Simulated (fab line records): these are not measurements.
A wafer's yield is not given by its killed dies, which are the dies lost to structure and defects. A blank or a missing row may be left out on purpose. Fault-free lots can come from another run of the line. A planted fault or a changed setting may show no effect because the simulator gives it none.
Code-filled problem report in 8D (eight disciplines) form | flow sky130 | the parts of the form that need people (team, actions taken, sign-off) are left out

1. THE PROBLEM
Wafers free of any fault read 143.5 (standard deviation 0.9) for VT_ADJUST_PCH_TW at SKY_VT_ADJUST_PCH_TW_MEAS_10, against a mean of 111.1 on 6 wafers of 2 lots. That is -36 standard deviations from the usual mean.
The first sign was on wafer L791.3 at day 16 23:43, on film_metro-01. At this step, 39 wafers from 13 lots have a number in the record. Rule for "out", or "out of limits": more than 4 standard deviations from the usual mean. The other wafers with a number count as sound.

2. WHAT THIS IS AND IS NOT
question                    | is                           | is not
which readings at this step | VT_ADJUST_PCH_TW             | -
which lots                  | L791, L792                   | L772, L773, L776, L777, L778, L779, L780, L782, L783, L793, L794
which wafers of those lots  | all that have a number       | -
read on which gauges        | film_metro-01, film_metro-03 | film_metro-02
when                        | from day 16 23:43            | up to then (27 sound wafers); but 6 sound wafers of L793, L794 came after

3. SUSPECTS, AND WHAT RULES EACH OUT
Counting: a tool at any process step up to the reading remains a suspect when it ran all the lots that are out and ran no sound lot after the first of those.
- the gauge at SKY_VT_ADJUST_PCH_TW_MEAS_10 has been ruled out. The wafers that are out were read on 2 gauges (film_metro-01, film_metro-03).
- implanter-01 at SKY_VT_ADJUST_PCH_IMPLANT_08: kept. All lots that are out passed through it, beginning with L791 at day 16 23:30, and no sound lot followed; its final sound lot before that point was L779 at day 13 04:20. Its own readings are out on those wafers: dose_ions_cm2, faraday_current_uA.
Remaining after the count: implanter-01 at SKY_VT_ADJUST_PCH_IMPLANT_08.

4. THE CAUSE (what the simulator had put in)
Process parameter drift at SKY_VT_ADJUST_PCH_IMPLANT_08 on implanter-01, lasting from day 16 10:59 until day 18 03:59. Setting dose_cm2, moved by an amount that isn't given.
After counting, this tool was the only one left.

5. THE EFFECT CHAIN, in route order
Each row: a reading whose mean over the struck wafers that have a number lies more than 3 standard deviations from the usual. Only readings for which the record gives a usual standard deviation are gone through. hours: the time from each lot's start at the first step in this table that gives one to its start at this step, as a median over the lots. sigmas: the change in usual standard deviations.
hours | step                         | reading            | usual     | on struck wafers | change     | sigmas
0     | SKY_VT_ADJUST_PCH_IMPLANT_08 | dose_ions_cm2      | 4.998e+11 | 1.794e+11        | -3.204e+11 | -99 or more
0     | SKY_VT_ADJUST_PCH_IMPLANT_08 | faraday_current_uA | 2.82      | 1.01             | -1.81      | -35
0     | SKY_VT_ADJUST_PCH_TW_MEAS_10 | VT_ADJUST_PCH_TW   | 143.5     | 111.1            | -32.4      | -36
Process steps it contains:
- SKY_VT_ADJUST_PCH_IMPLANT_08

6. HOW IT WOULD HAVE BEEN CAUGHT EARLIER
13 hours passed between the start of the fault at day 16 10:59 and the first reading out of limits at a measuring or inspecting step in this record, taken at day 16 23:43.
Tool's own readings at SKY_VT_ADJUST_PCH_IMPLANT_08, dose_ions_cm2, faraday_current_uA: out on all struck wafers the step has rows for; an alarm limit on them would have tripped on the first.
L792, from the lots that are out (2), started SKY_VT_ADJUST_PCH_IMPLANT_08 on implanter-01 later than day 16 23:43. A tool hold placed at that time would have kept it from harm.
